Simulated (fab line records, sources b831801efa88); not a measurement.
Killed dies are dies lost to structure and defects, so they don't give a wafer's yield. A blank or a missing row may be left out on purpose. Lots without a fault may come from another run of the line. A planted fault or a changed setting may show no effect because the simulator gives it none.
Which tool did it? | flow gf180mcu | 6 lots, 18 wafers sampled, at 3 steps of a route of 602

WHAT THE GAUGES READ, wafer by wafer
GF_PSD_OVL_MEAS_08.
lot  | measured     | on         | PSD_OVL (nm)
L566 | day 17 17:50 | overlay-01 | 0.3 1.5 0.1
L568 | day 18 06:29 | overlay-02 | 2.7 2.6 2.4
L571 | day 19 13:49 | overlay-01 | 0.9 0.2 -1.4
L579 | day 22 01:03 | overlay-01 | -1.5 -0.3 0.5
L582 | day 23 00:17 | overlay-01 | 1.2 1.2 1.9

WHICH TOOL RAN EACH LOT (tool, then ch and the chambers of the sampled wafers, then the start)
lot  | GF_VT_IMPLANT_STRIP_09               | GF_HV_LDD_STRIP_49
L566 | plasma_asher-04 ch 0,1, day 7 10:08  | plasma_asher-02 ch 0,1, day 15 15:55
L568 | plasma_asher-01 ch 1, day 8 00:45    | plasma_asher-03 ch 0,1, day 16 02:49
L571 | plasma_asher-04 ch 0,1, day 8 21:01  | plasma_asher-03 ch 0,1, day 17 09:46
L574 | plasma_asher-03 ch 0,1, day 9 12:15  | plasma_asher-04 ch 0,1, day 18 05:07
L579 | plasma_asher-04 ch 0,1, day 10 22:08 | plasma_asher-04 ch 0,1, day 19 19:34
L582 | plasma_asher-03 ch 0,1, day 11 17:16 | plasma_asher-04 ch 0,1, day 20 18:04
- GF_VT_IMPLANT_STRIP_09: strips in O2/N2.
- GF_HV_LDD_STRIP_49: strips in O2/N2.

THE ANSWER, worked out from the rows above alone
Rule: what is usual is taken from the lots themselves. Put in order of their means at a reading, lots are off if they are a third of the lots or fewer, leave a main group of 4 or more, and stand apart from it by a gap of 3 or more times the standard deviation of the main group's means; of several such gaps the widest counts. A main group whose means are all the same, to the digits that the tables above print for the reading, isn't used. A lot without any number at a reading at which 4 lots or more have one is off too. The other lots that the step has rows for count as sound.
No lot is off at any reading shown: from this, nothing can be told.

WHAT THE SIMULATOR HAD PUT IN
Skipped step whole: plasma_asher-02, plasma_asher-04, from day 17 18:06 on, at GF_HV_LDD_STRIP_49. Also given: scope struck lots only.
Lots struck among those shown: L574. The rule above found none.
